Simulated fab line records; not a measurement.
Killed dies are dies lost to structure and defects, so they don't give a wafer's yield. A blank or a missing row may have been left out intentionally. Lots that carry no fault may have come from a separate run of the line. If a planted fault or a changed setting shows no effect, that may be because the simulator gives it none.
8D (eight disciplines) problem report, filled in by code	flow sky130	the parts of the form that need people (team, actions taken, sign-off) are left out

== 1. WHAT IS WRONG ==
Wafers without a fault read 0.3999 Pa, standard deviation 0.00097; chamber-pressure-pa at SKY_METAL3_SPUTTER_00 reads a mean of 0.3872 Pa on 9 wafers belonging to 3 lots. That is -13 standard deviations from the usual mean.
The step: material Ti, target thk 15 nm, time 10 s.
Seen first at day 37 05:35 on pvd-sputter-04, wafer L334.1. The record has a number at this step for 36 wafers belonging to 12 lots. Rule for "out" (also "out of limits"): further than 4 standard deviations from the usual mean. The rest of the wafers with a number are treated as sound.

== 2. WHAT THIS IS AND IS NOT ==
question	is	is not
which readings at this step	chamber-pressure-pa	-
which lots	L334, L335, L336	L332, L333, L345, L346, L347, L348, L349, L351, L354
which wafers of those lots	all that have a number	-
read on which tools	pvd-sputter-04	pvd-sputter-01, pvd-sputter-02
when	from day 37 05:35	up to then (6 sound wafers); but 21 sound wafers of L345, L346, L347, L348, L349, L351, L354 came after

== 3. THE SUSPECTS, EACH WITH WHAT RULES IT OUT ==
Counting: a tool at any process step up to the reading remains a suspect when it ran all the lots that are out and ran no sound lot after the first of those.
- plasma-asher-04 at SKY_METAL1_STRIP_20 (strips in O2/N2): kept. All lots that are out passed through it, beginning with L334 at day 33 17:44, and no sound lot followed; its final sound lot before that point was L332 at day 32 23:40.
- pvd-sputter-04 at SKY_METAL3_SPUTTER_00 (material Ti, target thk 15 nm, time 10 s): ruled out as a lasting fault. After its first lot that is out, L334 (day 37 05:35), sound lots L345 ran on it.
Left after counting: plasma-asher-04 at SKY_METAL1_STRIP_20.

== 4. THE CAUSE (what the simulator had put in) ==
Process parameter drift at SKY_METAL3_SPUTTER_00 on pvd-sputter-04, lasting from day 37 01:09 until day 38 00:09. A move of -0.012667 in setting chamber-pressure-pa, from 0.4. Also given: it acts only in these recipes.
Counting ruled it out, wrongly.

== 5. THE CHAIN OF EFFECTS, in route order ==
One row per reading whose mean, taken over the struck wafers that have a number, lies over 3 standard deviations from the usual. Readings are gone through only where the record gives a usual standard deviation; hours: the median, over the lots, of the time from a lot's start at the first step in this table giving one to that lot's start at this step; sigmas: the change measured in usual standard deviations.
hours	step	reading	usual	on struck wafers	change	sigmas
0	SKY_METAL3_SPUTTER_00	chamber-pressure-pa	0.3999 Pa	0.3872	-0.0127	-13
It contains these process steps:
- SKY_METAL3_SPUTTER_00: material Ti, target thk 15 nm, time 10 s.
Later measuring or inspecting steps at which every struck wafer that the step has a row for has a number for every such reading, and none has moved that far: SKY_METAL3_OVL_MEAS_14.

== 6. WHAT WOULD HAVE CAUGHT IT SOONER ==
First out-of-limits reading in this record: day 37 05:35, which is 4 hours after fault onset at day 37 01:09.
